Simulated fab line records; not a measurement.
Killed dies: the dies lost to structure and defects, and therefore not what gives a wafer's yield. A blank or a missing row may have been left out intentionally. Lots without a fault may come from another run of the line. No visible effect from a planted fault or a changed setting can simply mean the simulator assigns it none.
What tool caused it? / flow sky130 / 33 wafers from 11 lots sampled at 4 of the route's 708 steps

== WHAT EACH GAUGE READ, for each wafer ==
SKY_METAL3_OVL_MEAS_14. Usual: for METAL3_OVL the level is 4 nm and the standard deviation is 5.4.
lot=L629; measured=day 38 23:49; on=overlay-01; METAL3_OVL (nm)=1 3 5; flag=
lot=L631; measured=day 39 17:03; on=overlay-01; METAL3_OVL (nm)=6 -1 8; flag=
lot=L632; measured=day 40 02:55; on=overlay-01; METAL3_OVL (nm)=-1 -5 0; flag=
lot=L639; measured=day 41 21:01; on=overlay-01; METAL3_OVL (nm)=2 4 -1; flag=
lot=L640; measured=day 42 15:04; on=overlay-02; METAL3_OVL (nm)=-8 -2 -7; flag=
lot=L642; measured=day 42 23:03; on=overlay-02; METAL3_OVL (nm)=17 10 22; flag=
lot=L643; measured=day 43 01:16; on=overlay-01; METAL3_OVL (nm)=5 2 2; flag=
lot=L645; measured=day 43 16:17; on=overlay-01; METAL3_OVL (nm)=0 10 7; flag=
lot=L648; measured=day 44 14:01; on=overlay-01; METAL3_OVL (nm)=4 4 7; flag=
lot=L649; measured=day 45 05:26; on=overlay-02; METAL3_OVL (nm)=1 2 4; flag=
lot=L651; measured=day 45 19:38; on=overlay-02; METAL3_OVL (nm)=5 4 9; flag=

SKY_VIA3_THK_MEAS_01. Usual: for VIA3_HDPCVD_THK the level is 1630 nm and the standard deviation is 23.
lot=L629; measured=day 39 00:57; on=film_metro-02; VIA3_HDPCVD_THK (nm)=1618 1632 1656; flag=
lot=L631; measured=day 39 18:10; on=film_metro-04; VIA3_HDPCVD_THK (nm)=1662 1642 1680; flag=
lot=L632; measured=day 40 04:25; on=film_metro-04; VIA3_HDPCVD_THK (nm)=3242 3318 3250; flag=OFF
lot=L639; measured=day 41 22:28; on=film_metro-03; VIA3_HDPCVD_THK (nm)=3267 3212 3259; flag=OFF
lot=L640; measured=day 42 16:11; on=film_metro-03; VIA3_HDPCVD_THK (nm)=1620 1620 1609; flag=
lot=L642; measured=day 43 00:10; on=film_metro-02; VIA3_HDPCVD_THK (nm)=1607 1585 1598; flag=
lot=L643; measured=day 43 02:35; on=film_metro-02; VIA3_HDPCVD_THK (nm)=1618 1633 1668; flag=
lot=L645; measured=day 43 17:24; on=film_metro-04; VIA3_HDPCVD_THK (nm)=1636 1680 1652; flag=
lot=L648; measured=day 44 15:34; on=film_metro-03; VIA3_HDPCVD_THK (nm)=1620 1639 1631; flag=
lot=L649; measured=day 45 06:35; on=film_metro-02; VIA3_HDPCVD_THK (nm)=1627 1624 1648; flag=
lot=L651; measured=day 45 20:45; on=film_metro-04; VIA3_HDPCVD_THK (nm)=1642 1619 1629; flag=

== EACH LOT AND THE TOOL THAT RAN IT (in order: tool; ch and the chambers of the sampled wafers; start) ==
lot=L629; SKY_METAL3_ETCH_16=rie_metal-02 ch 0,1, day 38 23:54; SKY_VIA3_HDPCVD_00=hdpcvd-02 ch 0,1,2, day 39 00:50
lot=L631; SKY_METAL3_ETCH_16=rie_metal-02 ch 0,1, day 39 17:07; SKY_VIA3_HDPCVD_00=hdpcvd-01 ch 0,1, day 39 18:01
lot=L632; SKY_METAL3_ETCH_16=rie_metal-03 ch 0,1, day 40 03:00; SKY_VIA3_HDPCVD_00=hdpcvd-02 ch 0,1,2, day 40 03:54
lot=L639; SKY_METAL3_ETCH_16=rie_metal-01 ch 0,1, day 41 21:05; SKY_VIA3_HDPCVD_00=hdpcvd-02 ch 0,2, day 41 21:58
lot=L640; SKY_METAL3_ETCH_16=rie_metal-02 ch 0,1, day 42 15:09; SKY_VIA3_HDPCVD_00=hdpcvd-02 ch 0,1, day 42 16:01
lot=L642; SKY_METAL3_ETCH_16=rie_metal-03 ch 0,1, day 42 23:07; SKY_VIA3_HDPCVD_00=hdpcvd-02 ch 0,1, day 43 00:01
lot=L643; SKY_METAL3_ETCH_16=rie_metal-01 ch 0,1, day 43 01:21; SKY_VIA3_HDPCVD_00=hdpcvd-01 ch 0,1,2, day 43 02:28
lot=L645; SKY_METAL3_ETCH_16=rie_metal-02 ch 0,1, day 43 16:20; SKY_VIA3_HDPCVD_00=hdpcvd-01 ch 0,2, day 43 17:14
lot=L648; SKY_METAL3_ETCH_16=rie_metal-02 ch 0,1, day 44 14:05; SKY_VIA3_HDPCVD_00=hdpcvd-02 ch 1,2, day 44 15:25
lot=L649; SKY_METAL3_ETCH_16=rie_metal-02 ch 0,1, day 45 05:29; SKY_VIA3_HDPCVD_00=hdpcvd-01 ch 0,1, day 45 06:25
lot=L651; SKY_METAL3_ETCH_16=rie_metal-02 ch 0,1, day 45 19:41; SKY_VIA3_HDPCVD_00=hdpcvd-02 ch 1,2, day 45 20:35
- SKY_METAL3_ETCH_16: etches BARC in N2/H2, stops on SiO2, time 88.2 s, target depth 60 nm.
- SKY_VIA3_HDPCVD_00: deposits SiO2, target thk 1635 nm, time 272.5 s.

== WHAT THE TOOLS THEMSELVES READ (means of the sampled wafers that have a number; where no wafer has one, the mark that the record gives instead) ==
SKY_METAL3_ETCH_16. Usual: bias_w 100.02 W, standard deviation 0.29; drypump_motor_current_A 5.60 A, standard deviation 0.26; oes_product_au 0.626 a.u., standard deviation 0.0044; rf_fwd_power_W 497.2 W, standard deviation 1.8; throttle_valve_pct 13.205 %, standard deviation 0.0095.
lot=L629; tool=rie_metal-02; bias_w (W)=100.09; drypump_motor_current_A (A)=5.50; oes_product_au (a.u.)=0.627; rf_fwd_power_W (W)=496.6; throttle_valve_pct (%)=13.204; flag=
lot=L631; tool=rie_metal-02; bias_w (W)=99.81; drypump_motor_current_A (A)=5.50; oes_product_au (a.u.)=0.621; rf_fwd_power_W (W)=497.3; throttle_valve_pct (%)=13.206; flag=
lot=L632; tool=rie_metal-03; bias_w (W)=100.02; drypump_motor_current_A (A)=5.77; oes_product_au (a.u.)=0.623; rf_fwd_power_W (W)=497.9; throttle_valve_pct (%)=13.206; flag=
lot=L639; tool=rie_metal-01; bias_w (W)=99.95; drypump_motor_current_A (A)=5.72; oes_product_au (a.u.)=0.629; rf_fwd_power_W (W)=496.3; throttle_valve_pct (%)=13.209; flag=
lot=L640; tool=rie_metal-02; bias_w (W)=99.92; drypump_motor_current_A (A)=5.53; oes_product_au (a.u.)=0.632; rf_fwd_power_W (W)=495.7; throttle_valve_pct (%)=13.204; flag=
lot=L642; tool=rie_metal-03; bias_w (W)=100.05; drypump_motor_current_A (A)=5.77; oes_product_au (a.u.)=0.628; rf_fwd_power_W (W)=497.8; throttle_valve_pct (%)=13.200; flag=
lot=L643; tool=rie_metal-01; bias_w (W)=100.33; drypump_motor_current_A (A)=5.43; oes_product_au (a.u.)=0.624; rf_fwd_power_W (W)=497.5; throttle_valve_pct (%)=13.212; flag=
lot=L645; tool=rie_metal-02; bias_w (W)=99.89; drypump_motor_current_A (A)=5.51; oes_product_au (a.u.)=0.626; rf_fwd_power_W (W)=496.4; throttle_valve_pct (%)=13.211; flag=
lot=L648; tool=rie_metal-02; bias_w (W)=100.19; drypump_motor_current_A (A)=5.50; oes_product_au (a.u.)=0.626; rf_fwd_power_W (W)=497.2; throttle_valve_pct (%)=13.208; flag=
lot=L649; tool=rie_metal-02; bias_w (W)=100.25; drypump_motor_current_A (A)=5.51; oes_product_au (a.u.)=0.622; rf_fwd_power_W (W)=496.0; throttle_valve_pct (%)=13.200; flag=
lot=L651; tool=rie_metal-02; bias_w (W)=100.25; drypump_motor_current_A (A)=5.49; oes_product_au (a.u.)=0.627; rf_fwd_power_W (W)=495.5; throttle_valve_pct (%)=13.207; flag=

== THE ANSWER, worked out from the rows above alone ==
Rule: a lot is off if the mean of its wafers that have a number lies more than 3 standard deviations from the usual mean. A lot without any number at a reading at which 4 lots or more have one is off too. Where the step has rows for the other lots, those lots are counted as sound. After the gauges, taken in route order, come the tools' own readings; for these a lot's mean is taken, as printed above. At the first step where some lot is off, the reading lying furthest off is the one used; lots without a number count as furthest.
Off: at SKY_VIA3_THK_MEAS_01 (VIA3_HDPCVD_THK), L632, L639.
A tool fits if, at a process step before that reading, it ran every lot that is off, and no sound lot after the first of them. Gauges at SKY_VIA3_THK_MEAS_01: tried the same way as those tools. Not one of the candidates tried fits.

== WHAT THE SIMULATOR HAD INSERTED ==
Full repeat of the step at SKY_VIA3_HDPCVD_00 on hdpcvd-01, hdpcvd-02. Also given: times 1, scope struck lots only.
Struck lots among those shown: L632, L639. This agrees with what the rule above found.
